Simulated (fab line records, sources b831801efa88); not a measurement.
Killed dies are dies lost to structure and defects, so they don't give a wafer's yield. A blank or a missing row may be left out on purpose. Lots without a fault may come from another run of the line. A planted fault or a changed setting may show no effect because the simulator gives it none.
One fault seen from 2 desks | flow sky130 | each desk has only its own numbers; what lay behind them comes last

THE TOOL OWNER'S DESK: rie_metal-02
The tool's own readings at SKY_METAL5_METAL_ETCH_15 (etches the open film in Cl2/BCl3, stops on SiO2, target depth 1260 nm, time 252 s): means of the sampled wafers that have a number, for each lot that ran on this tool. A lot is out of limits, marked OUT, if its mean lies more than 4 standard deviations from the usual mean; the brackets give that distance.
Columns: A = drypump_motor_current_A at SKY_METAL5_METAL_ETCH_15, usual 5.4 A; B = oes_product_au at SKY_METAL5_METAL_ETCH_15, usual 0.894 a.u.; C = throttle_valve_pct at SKY_METAL5_METAL_ETCH_15, usual 22.263 %
lot  | first seen here | A   | B     | C
L461 | day 45 21:35    | 5.4 | 0.896 | 22.263
L462 | day 46 01:58    | 5.4 | 0.890 | 22.252
L464 | day 47 02:10    | 5.3 | 0.887 | 22.265
L465 | day 47 08:26    | 5.4 | 0.894 | 22.267
L468 | day 47 14:38    | 5.4 | 0.897 | 22.260
This desk's finding: nothing out of limits on any of the 5 lots.

THE METROLOGY DESK
What the gauges read, lot by lot, whatever tool the lot ran on: means of the sampled wafers that have a number. A lot is out of limits, marked OUT, if its mean lies more than 4 standard deviations from the usual mean; the brackets give that distance.
Columns: A = VIA4_OVL at SKY_VIA4_OVL_MEAS_11, usual 0.5 nm; B = VIA4_W_THK at SKY_VIA4_THK_MEAS_20, usual 508 nm
lot  | first seen here | A    | B
L460 | day 44 20:09    | 0.0  | 504
L461 | day 44 23:13    | 0.2  | 514
L462 | day 45 03:20    | 1.1  | 506
L464 | day 46 04:46    | 1.8  | 518
L465 | day 46 10:52    | 0.3  | 504
L468 | day 46 17:36    | -2.4 | 510
L471 | day 47 08:42    | -0.5 | 514
L472 | day 47 13:52    | 0.5  | 517
L473 | day 48 03:33    | 0.4  | 503
L474 | day 48 05:22    | 1.1  | 512
L475 | day 48 09:38    | 1.9  | 509
This desk's finding: nothing out of limits on any of the 11 lots.

PUT TOGETHER
The tool owner's desk saw nothing out of limits.
The metrology desk saw nothing out of limits.

WHAT THE SIMULATOR HAD PUT IN
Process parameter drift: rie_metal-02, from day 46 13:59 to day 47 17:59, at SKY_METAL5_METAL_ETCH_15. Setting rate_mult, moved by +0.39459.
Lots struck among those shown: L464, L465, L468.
